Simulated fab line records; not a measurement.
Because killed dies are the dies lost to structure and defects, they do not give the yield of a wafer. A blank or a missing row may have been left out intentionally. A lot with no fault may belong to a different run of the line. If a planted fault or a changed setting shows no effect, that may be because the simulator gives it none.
One fault through the eyes of 2 desks || flow gf180mcu || each desk holds nothing but its own numbers, with what lay behind them at the end

METROLOGY DESK
Means of the sampled wafers that have a number, per lot and without regard to the tool the lot ran on: this is what the gauges read. The brackets show how far a lot's mean lies from the usual mean; more than 4 standard deviations puts the lot out of limits, marked OUT.
Columns: A = V2_CVD_00_THK at GF_V2_THK_MEAS_01, usual 597 nm
{"lot": "L378", "first seen here": "day 19 18:50", "A": 593}
{"lot": "L379", "first seen here": "day 19 21:58", "A": 591}
{"lot": "L380", "first seen here": "day 20 10:30", "A": 600}
{"lot": "L381", "first seen here": "day 20 21:57", "A": 596}
{"lot": "L382", "first seen here": "day 20 23:21", "A": 601}
{"lot": "L383", "first seen here": "day 21 03:58", "A": 593}
{"lot": "L385", "first seen here": "day 22 06:46", "A": 596}
{"lot": "L386", "first seen here": "day 22 08:01", "A": 595}
{"lot": "L389", "first seen here": "day 23 10:46", "A": 594}
{"lot": "L393", "first seen here": "day 24 17:26", "A": 598}
{"lot": "L394", "first seen here": "day 25 01:44", "A": 586}
{"lot": "L395", "first seen here": "day 25 09:43", "A": 599}
{"lot": "L397", "first seen here": "day 26 01:41", "A": 593}
Result from this desk: across the 13 lots, nothing is out of limits.

FOR THE TOOL OWNER'S DESK: pvd-sputter-04
The tool's own readings at GF_M1_SPUTTER_00 (material Ti, target thk 37.5 nm, time 150 s): means of the sampled wafers that have a number, for each lot that ran on this tool. The brackets show how far a lot's mean lies from the usual mean; more than 4 standard deviations puts the lot out of limits, marked OUT.
Columns: A = cathode-dc-power-W at GF_M1_SPUTTER_00, usual 4000.0 W; B = chamber-pressure-pa at GF_M1_SPUTTER_00, usual 2.001 Pa; C = throttle-valve-pct at GF_M1_SPUTTER_00, usual 29.9 %
{"lot": "L378", "first seen here": "day 16 15:44", "A": 4000.6, "B": 2.003, "C": 29.1}
{"lot": "L379", "first seen here": "day 16 18:51", "A": 4000.0, "B": 2.002, "C": 30.0}
{"lot": "L381", "first seen here": "day 17 17:01", "A": 4000.5, "B": 2.005, "C": 29.2}
{"lot": "L386", "first seen here": "day 19 04:16", "A": 3998.6, "B": 2.002, "C": 29.0}
{"lot": "L389", "first seen here": "day 20 07:52", "A": 3999.7, "B": 1.998, "C": 29.1}
{"lot": "L393", "first seen here": "day 21 17:34", "A": 4000.0, "B": "2.081 (+21) OUT", "C": 28.5}
{"lot": "L394", "first seen here": "day 22 02:01", "A": 4000.0, "B": "2.080 (+21) OUT", "C": 29.8}
This desk finds L393, L394 out of limits, L393 being first, at day 21 17:34 (chamber-pressure-pa at GF_M1_SPUTTER_00). Within limits: L378, L379, L381, L386, L389.

PUT TOGETHER
The tool owner's desk could have raised an alarm at day 21 17:34, on L393, L394.
The metrology desk saw nothing out of limits.
The metrology desk holds a record of L393, L394, inside its limits.
On pvd-sputter-04, each named lot ran GF_M1_SPUTTER_00.

WHAT HAD BEEN PUT IN BY THE SIMULATOR
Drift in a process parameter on pvd-sputter-04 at GF_M1_SPUTTER_00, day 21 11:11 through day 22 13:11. Setting chamber-pressure-pa shifted by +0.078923 from 2. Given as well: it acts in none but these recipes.
Lots struck among those shown: L393, L394.
Hours from the fault's start to each desk's first reading out of limits: the tool owner's desk, 6.
